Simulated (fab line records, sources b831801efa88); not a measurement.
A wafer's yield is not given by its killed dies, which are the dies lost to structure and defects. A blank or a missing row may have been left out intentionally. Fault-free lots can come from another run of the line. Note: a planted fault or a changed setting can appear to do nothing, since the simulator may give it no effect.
fab line records	flow sky130	part 1 of 2: steps 1 to 27 of 36
[record] lots = 5	wafers = 15	last_day = 50
route steps=708 shown CONTACT@424 METAL1@434 VIA1@458
lots that met no fault: from a run of the same line without faults
start_h: hours from the record's opening day to when the first of the lot's shown wafers began	wait_h: how many hours have passed since the lot's step before this one	" the same as in the row above	L1.1+2: a single row standing in for several wafers	- no value, or no start given	* or withheld: withheld	< > ~ a bound
route shown NAME@n: names a module that has steps shown in the file, with the first one's number in the route	usual: mean/standard deviation of fault-free wafers	same: alike in all rows	chamber/n: place in a boat	sites: the reading at each site	_std_site: the standard deviation of these	_edge_site: mean of outer sites minus mean of inner sites	radius_mm: for every site, how far away it sits from the centre of the wafer	mask NAME#n: copy n	behind: the tool/chamber that last shaped the wafer	hold: cause of the lot's hold/its duration in hours/its outcome	device: names the non-switching transistor (n, p or np)	end of line: at the end of the route, the tests of the same wafers	a step without rows: its recipe alone	killed: not the wafer's yield, but the dies lost to structure and defects at the first sort	map: per-die view of a wafer (x killed, . not killed, _ where there is no die)
set.NAME: the setting that was run; set.NAME@STEP: the one run at that earlier step	model.NAME: the simulator's own value behind a step, which no gauge read
lots at selected steps of the route; one table per step, one row per wafer
services: when a tool's chamber went out of use (start_h, in hours from the record's first day, below 0 if earlier), for how many hours, and the reason
[[steps]]
[step SKY_CONTACT_ETCH_18]
[recipe] target = Si3N4	chemistry = CHF3/O2	stop_on = TiN	source_w = 600	bias_w = 200	pressure_mtorr = 40	chf3_flow_sccm = 50	O2_flow_sccm = 5	time_s = 39	target_depth_a = 750
[usual] drypump_motor_current_A = 5.6/0.4	oes_product_au = 0.855/0.0078	throttle_valve_pct = 8.793/0.0096
lot.wafer	tool	chamber	start_h	wait_h	drypump_motor_current_A	oes_product_au	rf_hours_counter_h	throttle_valve_pct
L088.3	rie_diel-02	0	-	-	5.1	0.852	4	8.793
L088.4	"	2	"	"	5.3	0.865	21	8.786
L088.6	"	1	"	"	6.0	0.859	-	8.790
L089.1	rie_diel-02	0	-	-	5.1	0.854	4	8.798
L089.2	"	1	"	"	6.0	0.848	5	8.791
L089.3	"	2	"	"	5.2	0.850	21	8.794
L090.1	rie_diel-04	3	-	-	6.2	0.851	17	8.790
L090.2	"	1	"	"	4.8	0.846	15	8.786
L090.6	"	2	"	"	5.8	0.853	-	8.781
L094.3	rie_diel-01	3	-	-	5.9	0.847	17	8.789
L094.4	"	1	"	"	5.1	0.856	3	8.800
L094.6	"	2	"	"	5.8	0.848	-	8.797
L096.1	rie_diel-01	0	-	-	5.8	0.841	10	8.788
L096.4	"	2	"	"	5.7	0.853	24	8.788
L096.5	"	3	"	"	5.9	0.857	-	8.802
[step SKY_CONTACT_STRIP_19]
[recipe] chemistry = O2/N2	power_w = 1400	pressure_mtorr = 1500	platen_temp_c = withheld	o2_flow_sccm = 3000	n2_flow_sccm = 300	overash_fraction = 0.5
[usual] drypump_motor_current_A = 5.79/0.26	oes_product_au = 0.380/0.005	strip_time_to_endpoint_s = 3.60/0.033
[same] overash_fraction = 0.5
lot.wafer	tool	chamber	start_h	wait_h	drypump_motor_current_A	oes_product_au	rf_hours_counter_h	strip_time_to_endpoint_s
L088.3	plasma_asher-01	1	846.43	-	5.86	0.385	-	3.61
L088.4	"	0	"	"	5.58	0.383	-	3.59
L088.6	"	1	"	"	5.85	0.376	-	3.57
L089.1	plasma_asher-04	1	849.27	-	6.10	0.383	72	3.60
L089.2	"	0	"	"	5.56	0.377	72	3.57
L089.3	"	1	"	"	6.10	0.378	-	3.60
L090.1	plasma_asher-04	0	865.64	-	5.58	0.379	74	3.63
L090.2	"	1	"	"	6.09	0.372	74	3.61
L090.6	"	0	"	"	5.58	0.379	-	3.66
L094.3	plasma_asher-04	1	889.88	-	6.13	0.378	-	3.63
L094.4	"	0	"	"	5.56	0.384	-	3.63
L094.6	"	0	"	"	5.57	0.378	-	3.58
L096.1	plasma_asher-04	0	916.42	-	5.56	0.380	80	3.59
L096.4	"	0	"	"	5.56	0.382	-	3.57
L096.5	"	1	"	"	6.09	0.375	-	3.62
[step SKY_CONTACT_STRIP_20]
[recipe] chemistry = post_etch_residue_remover	time_s = 1200	temp_c = 72.5
lot.wafer	tool	chamber	start_h	wait_h
L088.3+4+6	wet_bench-02	1	846.49	0.0
L089.1+2+3	wet_bench-01	1	849.37	0.1
L090.1+2+6	wet_bench-04	3	865.74	0.1
L094.3+4+6	wet_bench-04	0	889.94	0.0
L096.1+4+5	wet_bench-02	1	916.52	0.1
[step SKY_CONTACT_CLEAN_21]
[recipe] chemistry = IPA	time_s = 180	temp_c = 25
lot.wafer	tool	chamber	start_h	wait_h
L088.3+4+6	wet_bench-01	2	846.83	0.0
L089.1+2+3	wet_bench-02	2	849.71	0.0
L090.1+2+6	wet_bench-02	2	866.12	0.0
L094.3+4+6	wet_bench-01	3	890.28	0.0
L096.1+4+5	wet_bench-04	2	916.86	0.0
[step SKY_CONTACT_CLEAN_22]
[recipe] chemistry = O3/DIW	dry = n2_spin
lot.wafer	tool	chamber	start_h	wait_h
L088.3+4+6	wet_bench-04	3	846.89	0.0
L089.1+2+3	wet_bench-01	1	849.77	0.0
L090.1+2+6	wet_bench-02	2	866.17	0.0
L094.3+4+6	wet_bench-02	0	890.34	0.0
L096.1+4+5	wet_bench-01	2	916.92	0.0
[step SKY_CONTACT_SPUTTER_23]
[recipe] material = TiN	target_thk_nm = 20	chamber_pressure_pa = 5	power_w = 4000	time_s = 80
[usual] throttle_valve_pct = 30.0/0.99
lot.wafer	tool	chamber	start_h	wait_h	throttle_valve_pct
L088.3	pvd_sputter-01	-	846.98	0.0	29.6
L088.4	"	-	"	"	29.5
L088.6	"	-	"	"	29.4
L089.1	pvd_sputter-01	-	849.86	0.0	29.6
L089.2	"	-	"	"	30.8
L089.3	"	-	"	"	29.4
L090.1	pvd_sputter-02	-	866.27	0.0	30.4
L090.2	"	-	"	"	31.7
L090.6	"	-	"	"	30.0
L094.3	pvd_sputter-02	-	890.43	0.0	28.1
L094.4	"	-	"	"	30.2
L094.6	"	-	"	"	30.2
L096.1	pvd_sputter-03	-	917.01	0.0	30.4
L096.4	"	-	"	"	28.6
L096.5	"	-	"	"	31.1
[step SKY_CONTACT_CVD_24]
[recipe] material = W	target_thk_nm = 340	time_s = 102.12	temp_c = 400	pressure_torr = 40
[usual] heater_power_w = 809/34
lot.wafer	tool	chamber	start_h	wait_h	heater_power_w
L088.3	cvd_w-02	1	847.08	0.1	786
L088.4	"	0	"	"	804
L088.6	"	1	"	"	787
L089.1	cvd_w-02	0	849.92	0.0	824
L089.2	"	1	"	"	805
L089.3	"	1	"	"	788
L090.1	cvd_w-02	0	866.33	0.0	807
L090.2	"	1	"	"	783
L090.6	"	0	"	"	802
L094.3	cvd_w-01	0	890.53	0.1	807
L094.4	"	1	"	"	877
L094.6	"	1	"	"	908
L096.1	cvd_w-02	0	917.07	0.0	800
L096.4	"	0	"	"	799
L096.5	"	0	"	"	801
[step SKY_CONTACT_RS_MEAS_25]
[recipe] thk_meas_gauge = four-point-probe	reads = W_of_CONTACT_CVD_24+TiN_of_CONTACT_SPUTTER_23
[usual] CONTACT_W_RS = 0.339/0.005
lot.wafer	tool	chamber	start_h	wait_h	CONTACT_W_RS[ohm/sq]
L088.3	film_metro-04	-	847.20	0.1	0.334
L088.4	"	-	"	"	0.338
L088.6	"	-	"	"	0.331
L089.1	film_metro-04	-	850.03	0.1	0.338
L089.2	"	-	"	"	0.335
L089.3	"	-	"	"	0.337
L090.1	film_metro-01	-	866.44	0.1	0.336
L090.2	"	-	"	"	0.330
L090.6	"	-	"	"	0.334
L094.3	film_metro-03	-	890.65	0.1	0.347
L094.4	"	-	"	"	0.344
L094.6	"	-	"	"	0.343
L096.1	film_metro-03	-	917.18	0.1	0.346
L096.4	"	-	"	"	0.341
L096.5	"	-	"	"	0.343
[step SKY_CONTACT_THK_MEAS_26]
[recipe] thk_meas_gauge = xrf	reads = W_of_CONTACT_CVD_24
[usual] CONTACT_W_THK = 331/5.7
lot.wafer	tool	chamber	start_h	wait_h	CONTACT_W_THK[nm]
L088.3	film_metro-04	-	847.30	0.1	335
L088.4	"	-	"	"	330
L088.6	"	-	"	"	338
L089.1	film_metro-04	-	850.15	0.1	329
L089.2	"	-	"	"	332
L089.3	"	-	"	"	331
L090.1	film_metro-01	-	866.56	0.1	328
L090.2	"	-	"	"	335
L090.6	"	-	"	"	329
L094.3	film_metro-03	-	890.75	0.1	326
L094.4	"	-	"	"	332
L094.6	"	-	"	"	331
L096.1	film_metro-03	-	917.30	0.1	329
L096.4	"	-	"	"	331
L096.5	"	-	"	"	330
[step SKY_CONTACT_CMP_27]
[recipe] stop_on = SiO2	t_overpolish_s = 15	down_force_psi = 3.5	platen_rpm = 60	target_thk_nm = 0	pad_velocity_m_s = 0.94248
[usual] motor_current_A = 10.8/1.1	overpolish_run_s = 15.001/0.0089	time_to_endpoint_s = 83/4.4
lot.wafer	tool	chamber	start_h	wait_h	motor_current_A	overpolish_run_s	time_to_endpoint_s
L088.4	cmp-01	3	847.34	0.0	12.4	14.996	86
L088.3	"	0	"	"	9.6	14.996	86
L088.6	"	3	"	"	11.5	15.000	85
L089.1	cmp-01	3	850.26	0.1	12.4	14.987	87
L089.2	"	0	"	"	10.3	15.018	84
L089.3	"	1	"	"	11.6	14.990	90
L090.2	cmp-02	0	866.67	0.1	9.7	14.985	79
L090.1	"	2	"	"	12.5	14.991	79
L090.6	"	3	"	"	11.7	14.989	80
L094.3	cmp-02	1	890.79	0.0	10.9	15.001	78
L094.4	"	3	"	"	12.1	15.013	85
L094.6	"	2	"	"	12.6	14.990	79
L096.4	cmp-02	1	917.46	0.1	10.8	15.003	71
L096.1	"	2	"	"	12.4	14.994	78
L096.5	"	0	"	"	9.5	14.985	78
[step SKY_METAL1_SPUTTER_00]
[recipe] material = Ti	target_thk_nm = 15	power_w = 3000	time_s = 10	chamber_pressure_pa = 0.4
[usual] throttle_valve_pct = 29.9/0.67
lot.wafer	tool	chamber	start_h	wait_h	throttle_valve_pct
L088.3	pvd_sputter-01	-	847.69	0.2	29.4
L088.4	"	-	"	"	29.7
L088.6	"	-	"	"	30.8
L089.1	pvd_sputter-01	-	850.51	0.2	29.5
L089.2	"	-	"	"	29.8
L089.3	"	-	"	"	31.1
L090.1	pvd_sputter-04	-	866.92	0.1	30.2
L090.2	"	-	"	"	29.6
L090.6	"	-	"	"	30.5
L094.3	pvd_sputter-03	-	891.09	0.2	30.4
L094.4	"	-	"	"	31.1
L094.6	"	-	"	"	28.6
L096.1	pvd_sputter-01	-	917.66	0.1	30.0
L096.4	"	-	"	"	29.6
L096.5	"	-	"	"	29.4
[step SKY_METAL1_SPUTTER_01]
[recipe] material = TiN	target_thk_nm = 20	power_w = 6500	time_s = 16.7	chamber_pressure_pa = 0.4
[usual] throttle_valve_pct = 29.9/0.69
lot.wafer	tool	chamber	start_h	wait_h	throttle_valve_pct
L088.3	pvd_sputter-01	-	847.71	0.0	29.1
L088.4	"	-	"	"	29.9
L088.6	"	-	"	"	30.8
L089.1	pvd_sputter-01	-	850.53	0.0	29.6
L089.2	"	-	"	"	29.7
L089.3	"	-	"	"	31.2
L090.1	pvd_sputter-04	-	866.94	0.0	30.3
L090.2	"	-	"	"	29.5
L090.6	"	-	"	"	30.3
L094.3	pvd_sputter-03	-	891.11	0.0	30.3
L094.4	"	-	"	"	31.1
L094.6	"	-	"	"	28.7
L096.1	pvd_sputter-01	-	917.68	0.0	29.9
L096.4	"	-	"	"	29.4
L096.5	"	-	"	"	29.4
[step SKY_METAL1_SPUTTER_02]
[recipe] material = AlCu	target_thk_nm = 250	power_w = 10600	time_s = 13.3	chamber_pressure_pa = 0.4
[usual] throttle_valve_pct = 29.9/0.67
lot.wafer	tool	chamber	start_h	wait_h	throttle_valve_pct
L088.3	pvd_sputter-01	-	847.74	0.0	29.8
L088.4	"	-	"	"	29.4
L088.6	"	-	"	"	31.0
L089.1	pvd_sputter-01	-	850.56	0.0	29.6
L089.2	"	-	"	"	29.6
L089.3	"	-	"	"	30.9
L090.1	pvd_sputter-04	-	866.96	0.0	30.1
L090.2	"	-	"	"	29.8
L090.6	"	-	"	"	30.1
L094.3	pvd_sputter-03	-	891.13	0.0	30.6
L094.4	"	-	"	"	31.1
L094.6	"	-	"	"	28.5
L096.1	pvd_sputter-01	-	917.71	0.0	29.8
L096.4	"	-	"	"	29.5
L096.5	"	-	"	"	29.6
[step SKY_METAL1_SPUTTER_03]
[recipe] material = Ti	target_thk_nm = 5	power_w = 3000	time_s = 3.3	chamber_pressure_pa = 0.4
[usual] throttle_valve_pct = 29.9/0.68
lot.wafer	tool	chamber	start_h	wait_h	throttle_valve_pct
L088.3	pvd_sputter-01	-	847.76	0.0	29.5
L088.4	"	-	"	"	29.7
L088.6	"	-	"	"	30.7
L089.1	pvd_sputter-01	-	850.58	0.0	29.3
L089.2	"	-	"	"	29.6
L089.3	"	-	"	"	31.3
L090.1	pvd_sputter-04	-	866.99	0.0	30.1
L090.2	"	-	"	"	29.7
L090.6	"	-	"	"	30.3
L094.3	pvd_sputter-03	-	891.16	0.0	30.4
L094.4	"	-	"	"	30.9
L094.6	"	-	"	"	28.5
L096.1	pvd_sputter-01	-	917.73	0.0	29.8
L096.4	"	-	"	"	29.5
L096.5	"	-	"	"	29.4
[step SKY_METAL1_SPUTTER_04]
[recipe] material = TiN	target_thk_nm = 70	power_w = 6500	time_s = 58.3	chamber_pressure_pa = 0.4
[usual] throttle_valve_pct = 29.9/0.67
lot.wafer	tool	chamber	start_h	wait_h	throttle_valve_pct
L088.3	pvd_sputter-01	-	847.78	0.0	29.5
L088.4	"	-	"	"	29.5
L088.6	"	-	"	"	30.8
L089.1	pvd_sputter-01	-	850.60	0.0	29.3
L089.2	"	-	"	"	29.6
L089.3	"	-	"	"	30.9
L090.1	pvd_sputter-04	-	867.01	0.0	30.2
L090.2	"	-	"	"	29.5
L090.6	"	-	"	"	30.4
L094.3	pvd_sputter-03	-	891.18	0.0	30.4
L094.4	"	-	"	"	30.9
L094.6	"	-	"	"	28.6
L096.1	pvd_sputter-01	-	917.75	0.0	30.0
L096.4	"	-	"	"	29.4
L096.5	"	-	"	"	29.4
[step SKY_METAL1_RS_MEAS_05]
[recipe] thk_meas_gauge = four-point-probe	reads = TiN_of_METAL1_SPUTTER_04+Ti_of_METAL1_SPUTTER_03+AlCu_of_METAL1_SPUTTER_02+TiN_of_METAL1_SPUTTER_01+Ti_of_METAL1_SPUTTER_00
[usual] METAL1_ALCU_RS = 0.1265/0.0014
lot.wafer	tool	chamber	start_h	wait_h	METAL1_ALCU_RS[ohm/sq]
L088.3	film_metro-04	-	847.87	0.1	0.1273
L088.4	"	-	"	"	0.1270
L088.6	"	-	"	"	0.1275
L089.1	film_metro-02	-	850.65	0.0	0.1263
L089.2	"	-	"	"	0.1271
L089.3	"	-	"	"	0.1276
L090.1	film_metro-01	-	867.06	0.0	0.1249
L090.2	"	-	"	"	0.1263
L090.6	"	-	"	"	0.1241
L094.3	film_metro-01	-	891.27	0.1	0.1272
L094.4	"	-	"	"	0.1266
L094.6	"	-	"	"	0.1291
L096.1	film_metro-04	-	917.80	0.0	0.1259
L096.4	"	-	"	"	0.1257
L096.5	"	-	"	"	0.1253
[step SKY_METAL1_THK_MEAS_06]
[recipe] thk_meas_gauge = xrf	reads = AlCu_of_METAL1_SPUTTER_02
[usual] METAL1_ALCU_THK = 246/3.4
lot.wafer	tool	chamber	start_h	wait_h	METAL1_ALCU_THK[nm]
L088.3	film_metro-04	-	847.97	0.1	245
L088.4	"	-	"	"	248
L088.6	"	-	"	"	245
L089.1	film_metro-02	-	850.77	0.1	246
L089.2	"	-	"	"	242
L089.3	"	-	"	"	244
L090.1	film_metro-01	-	867.18	0.1	250
L090.2	"	-	"	"	246
L090.6	"	-	"	"	250
L094.3	film_metro-01	-	891.37	0.1	243
L094.4	"	-	"	"	248
L094.6	"	-	"	"	240
L096.1	film_metro-04	-	917.92	0.1	248
L096.4	"	-	"	"	250
L096.5	"	-	"	"	251
[step SKY_METAL1_DEHYDRATE_07]
[recipe] temp_c = 200	time_s = 60
[usual] exhaust_pa = 45.0/0.85
lot.wafer	tool	chamber	start_h	wait_h	exhaust_pa
L088.3	litho_track-04	0	859.84	11.9	43.9
L088.4	"	0	"	"	43.2
L088.6	"	0	"	"	43.4
L089.1	litho_track-03	0	863.18	12.4	45.5
L089.2	"	0	"	"	45.6
L089.3	"	0	"	"	44.6
L090.1	litho_track-04	0	878.34	11.2	45.6
L090.2	"	0	"	"	45.3
L090.6	"	0	"	"	45.7
L094.3	litho_track-03	0	903.68	12.3	46.1
L094.4	"	0	"	"	46.9
L094.6	"	0	"	"	45.7
L096.1	litho_track-04	0	929.64	11.7	45.8
L096.4	"	0	"	"	45.5
L096.5	"	0	"	"	46.5
[step SKY_METAL1_HMDS_08]
[recipe] prime_time_s = 60	prime_temp_c = 120
[usual] exhaust_pa = 45.0/0.96
lot.wafer	tool	chamber	start_h	wait_h	exhaust_pa
L088.3	litho_track-04	0	859.99	0.1	44.3
L088.4	"	0	"	"	45.1
L088.6	"	0	"	"	44.6
L089.1	litho_track-03	0	863.33	0.1	44.5
L089.2	"	0	"	"	43.4
L089.3	"	0	"	"	44.5
L090.1	litho_track-04	0	878.49	0.1	44.9
L090.2	"	0	"	"	43.6
L090.6	"	0	"	"	44.9
L094.3	litho_track-03	0	903.83	0.1	45.6
L094.4	"	0	"	"	45.2
L094.6	"	0	"	"	45.4
L096.1	litho_track-04	0	929.79	0.1	42.1
L096.4	"	0	"	"	43.8
L096.5	"	0	"	"	43.7
[step SKY_METAL1_COAT_09]
[recipe] resist = BARC	temp_c = withheld	time_s = withheld	spin_rpm = 3000	resist_thk_nm = 60
[usual] exhaust_pa = 45.0/0.86
lot.wafer	tool	chamber	start_h	wait_h	exhaust_pa
L088.3	litho_track-04	0	860.14	0.1	45.7
L088.4	"	0	"	"	45.6
L088.6	"	0	"	"	45.2
L089.1	litho_track-03	0	863.48	0.1	44.7
L089.2	"	0	"	"	44.9
L089.3	"	0	"	"	44.8
L090.1	litho_track-04	0	878.64	0.1	44.1
L090.2	"	0	"	"	45.6
L090.6	"	0	"	"	45.8
L094.3	litho_track-03	0	903.98	0.1	43.6
L094.4	"	0	"	"	43.9
L094.6	"	0	"	"	43.0
L096.1	litho_track-04	0	929.94	0.1	45.4
L096.4	"	0	"	"	45.1
L096.5	"	0	"	"	45.5
[step SKY_METAL1_COAT_10]
[recipe] resist = KrF-thick	spin_rpm = 3000	resist_thk_nm = 450
[usual] exhaust_pa = 45.0/0.88
lot.wafer	tool	chamber	start_h	wait_h	exhaust_pa
L088.3	litho_track-04	0	-	-	45.0
L088.4	"	0	"	"	45.5
L088.6	"	0	"	"	43.4
L089.1	litho_track-03	0	-	-	45.6
L089.2	"	0	"	"	45.4
L089.3	"	0	"	"	45.3
L090.1	litho_track-04	0	-	-	45.0
L090.2	"	0	"	"	44.4
L090.6	"	0	"	"	44.9
L094.3	litho_track-03	0	-	-	45.6
L094.4	"	0	"	"	44.7
L094.6	"	0	"	"	45.2
L096.1	litho_track-04	0	-	-	45.3
L096.4	"	0	"	"	44.9
L096.5	"	0	"	"	44.3
[step SKY_METAL1_SOFTBAKE_11]
[recipe] temp_c = 100	time_s = 90	resist = KrF-thick
[usual] exhaust_pa = 44.9/0.97
lot.wafer	tool	chamber	start_h	wait_h	exhaust_pa
L088.3	litho_track-04	0	-	-	45.8
L088.4	"	0	"	"	45.9
L088.6	"	0	"	"	44.6
L089.1	litho_track-03	0	-	-	42.3
L089.2	"	0	"	"	44.6
L089.3	"	0	"	"	45.5
L090.1	litho_track-04	0	-	-	44.9
L090.2	"	0	"	"	44.4
L090.6	"	0	"	"	44.6
L094.3	litho_track-03	0	-	-	46.3
L094.4	"	0	"	"	45.4
L094.6	"	0	"	"	45.0
L096.1	litho_track-04	0	-	-	43.9
L096.4	"	0	"	"	44.4
L096.5	"	0	"	"	43.1
[step SKY_METAL1_EXPOSE_12]
[recipe] mask_id = MM1	na = 0.8	source_shape = annular	sigma_inner = 0.55	sigma_outer = 0.85	target_cd_nm = 140	dose_mj = 28
lot.wafer	tool	chamber	start_h	wait_h	mask
L088.3+4+6	krf_scanner-02	0	-	-	MM1#0
L089.1+2+3	krf_scanner-02	0	-	-	MM1#0
L090.1+2+6	krf_scanner-01	0	-	-	MM1#0
L094.3+4+6	krf_scanner-02	0	-	-	MM1#0
L096.1+4+5	krf_scanner-01	0	-	-	MM1#0
[step SKY_METAL1_PEB_13]
[recipe] peb_temp_c = withheld	peb_time_s = withheld	resist = KrF-thick
[usual] exhaust_pa = 45.1/0.94
lot.wafer	tool	chamber	start_h	wait_h	exhaust_pa
L088.3	litho_track-04	0	-	-	44.2
L088.4	"	0	"	"	44.5
L088.6	"	0	"	"	43.9
L089.1	litho_track-01	0	-	-	44.8
L089.2	"	0	"	"	45.3
L089.3	"	0	"	"	44.5
L090.1	litho_track-01	0	-	-	45.0
L090.2	"	0	"	"	43.6
L090.6	"	0	"	"	45.6
L094.3	litho_track-01	0	-	-	44.1
L094.4	"	0	"	"	43.9
L094.6	"	0	"	"	43.6
L096.1	litho_track-04	0	-	-	45.2
L096.4	"	0	"	"	46.3
L096.5	"	0	"	"	45.6
[step SKY_METAL1_DEVELOP_14]
[recipe] develop_time_s = 60	resist = KrF-thick	dev_temp_c = 21
[usual] exhaust_pa = 45.1/0.83
lot.wafer	tool	chamber	start_h	wait_h	exhaust_pa
L088.3	litho_track-04	0	-	-	46.2
L088.4	"	0	"	"	45.7
L088.6	"	0	"	"	45.6
L089.1	litho_track-01	0	-	-	45.8
L089.2	"	0	"	"	44.0
L089.3	"	0	"	"	43.8
L090.1	litho_track-01	0	-	-	44.7
L090.2	"	0	"	"	45.6
L090.6	"	0	"	"	44.6
L094.3	litho_track-01	0	-	-	46.0
L094.4	"	0	"	"	46.0
L094.6	"	0	"	"	44.1
L096.1	litho_track-04	0	-	-	45.7
L096.4	"	0	"	"	45.2
L096.5	"	0	"	"	45.7
[step SKY_METAL1_CD_MEAS_15]
[recipe] target_cd_nm = 140
[usual] cd_nm = 140.2/1.8
lot.wafer	tool	chamber	start_h	wait_h	cd_nm
L088.3	cd_sem-01	-	873.53	-	140.9
L088.4	"	-	"	"	140.1
L088.6	"	-	"	"	140.8
L089.1	cd_sem-02	-	876.63	-	138.9
L089.2	"	-	"	"	139.3
L089.3	"	-	"	"	138.8
L090.1	cd_sem-02	-	892.93	-	141.5
L090.2	"	-	"	"	143.2
L090.6	"	-	"	"	141.5
L094.3	cd_sem-02	-	916.82	-	138.7
L094.4	"	-	"	"	138.8
L094.6	"	-	"	"	139.2
L096.1	cd_sem-02	-	942.79	-	139.6
L096.4	"	-	"	"	141.4
L096.5	"	-	"	"	142.5
[step SKY_METAL1_OVL_MEAS_16]
[usual] METAL1_OVL = 3/5.4
lot.wafer	tool	chamber	start_h	wait_h	METAL1_OVL[nm]
L088.3	overlay-01	-	873.62	0.1	-1
L088.4	"	-	"	"	-2
L088.6	"	-	"	"	-2
L089.1	overlay-02	-	876.75	0.1	-3
L089.2	"	-	"	"	0
L089.3	"	-	"	"	-2
L090.1	overlay-01	-	893.05	0.1	6
L090.2	"	-	"	"	3
L090.6	"	-	"	"	2
L094.3	overlay-02	-	916.91	0.1	4
L094.4	"	-	"	"	2
L094.6	"	-	"	"	0
L096.1	overlay-02	-	942.91	0.1	-1
L096.4	"	-	"	"	1
L096.5	"	-	"	"	3
